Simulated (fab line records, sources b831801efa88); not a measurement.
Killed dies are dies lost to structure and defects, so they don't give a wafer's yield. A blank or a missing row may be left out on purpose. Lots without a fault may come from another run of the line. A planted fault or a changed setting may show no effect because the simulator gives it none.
Tool commonality check | flow gf180mcu | 13 lots, 39 wafers sampled

WHY IT WAS OPENED
At GF_CONTACT_THK_MEAS_01 the reading CONTACT_CVD_00_THK is flagged on 2 of 13 lots. Wafers without a fault read 301 nm, standard deviation 3.2.
Rule: a lot is flagged when every wafer of it that has a number lies more than 4 standard deviations from that mean, or none has a number. The other lots count as sound.

lot  | measured     | on            | CONTACT_CVD_00_THK (nm), wafer by wafer | flag
L177 | day 15 09:17 | film_metro-03 | 301 296 301                             |
L178 | day 15 11:41 | film_metro-03 | 305 302 299                             |
L179 | day 16 03:50 | film_metro-02 | 306 305 299                             |
L180 | day 16 11:19 | film_metro-02 | 302 300 304                             |
L184 | day 18 00:14 | film_metro-03 | 300 300 302                             |
L186 | day 18 15:28 | film_metro-02 | 301 303 301                             |
L187 | day 19 06:25 | film_metro-01 | 261 257 260                             | FLAGGED
L188 | day 19 09:24 | film_metro-01 | 304 299 304                             |
L189 | day 20 04:25 | film_metro-02 | 253 249 256                             | FLAGGED
L190 | day 20 13:36 | film_metro-03 | 302 304 300                             |
L191 | day 21 03:28 | film_metro-03 | 301 300 300                             |
L197 | day 23 00:23 | film_metro-01 | 303 304 304                             |
L199 | day 23 10:35 | film_metro-03 | 301 300 303                             |
The numbers of the flagged lots are 256 nm on average: -45 nm against the usual, or -14 standard deviations.

WHICH TOOL RAN EACH LOT
The record holds 1 process step before the reading, out of a route of 602 steps. In each cell: the tool, then ch and the chambers that the sampled wafers went through, then the start.
lot  | flag    | GF_CONTACT_CVD_00
L177 |         | hdpcvd-01 ch 1,2, day 15 09:13
L178 |         | hdpcvd-02 ch 0,1,2, day 15 11:38
L179 |         | hdpcvd-02 ch 0,1,2, day 16 03:47
L180 |         | hdpcvd-01 ch 0,2, day 16 11:16
L184 |         | hdpcvd-01 ch 0,1, day 18 00:11
L186 |         | hdpcvd-02 ch 0,1, day 18 15:26
L187 | FLAGGED | hdpcvd-02 ch 0,2, day 19 06:21
L188 |         | hdpcvd-01 ch 0,2, day 19 09:20
L189 | FLAGGED | hdpcvd-02 ch 0,1,2, day 20 04:22
L190 |         | hdpcvd-01 ch 1, day 20 13:32
L191 |         | hdpcvd-01 ch 1,2, day 21 03:25
L197 |         | hdpcvd-02 ch 0,1,2, day 23 00:20
L199 |         | hdpcvd-02 ch 0,1, day 23 10:32
What these steps do:
- GF_CONTACT_CVD_00: deposits SiO2, target thk 300 nm, time 50 s.
- GF_CONTACT_THK_MEAS_01

FLAGGED OVER TOTAL, TOOL BY TOOL (the gauges that took the reading come last)
step                   | tool          | lots run | flagged | share of the flagged lots | sound lots run after its first flagged lot
GF_CONTACT_CVD_00      | hdpcvd-01     | 6        | 0       | none                      | -
GF_CONTACT_CVD_00      | hdpcvd-02     | 7        | 2       | all                       | 2 (L197,L199)
GF_CONTACT_THK_MEAS_01 | film_metro-01 | 3        | 1       | some                      | 2 (L188,L197)
GF_CONTACT_THK_MEAS_01 | film_metro-02 | 4        | 1       | some                      | 0
GF_CONTACT_THK_MEAS_01 | film_metro-03 | 6        | 0       | none                      | -

WHAT THE TABLE ALLOWS
1 row of the table ran every flagged lot: hdpcvd-02 at GF_CONTACT_CVD_00.
- hdpcvd-02 at GF_CONTACT_CVD_00: 2 of its 7 lots flagged. Sound lots ran on it after the first flagged one (L197, L199), which a lasting fault on the whole tool wouldn't allow. Its own readings lie more than 4 standard deviations out on every wafer of the flagged lots: sih4_flow_sccm.
No row of the table ran every flagged lot and no sound lot after the first.

WHAT THE SIMULATOR HAD PUT IN
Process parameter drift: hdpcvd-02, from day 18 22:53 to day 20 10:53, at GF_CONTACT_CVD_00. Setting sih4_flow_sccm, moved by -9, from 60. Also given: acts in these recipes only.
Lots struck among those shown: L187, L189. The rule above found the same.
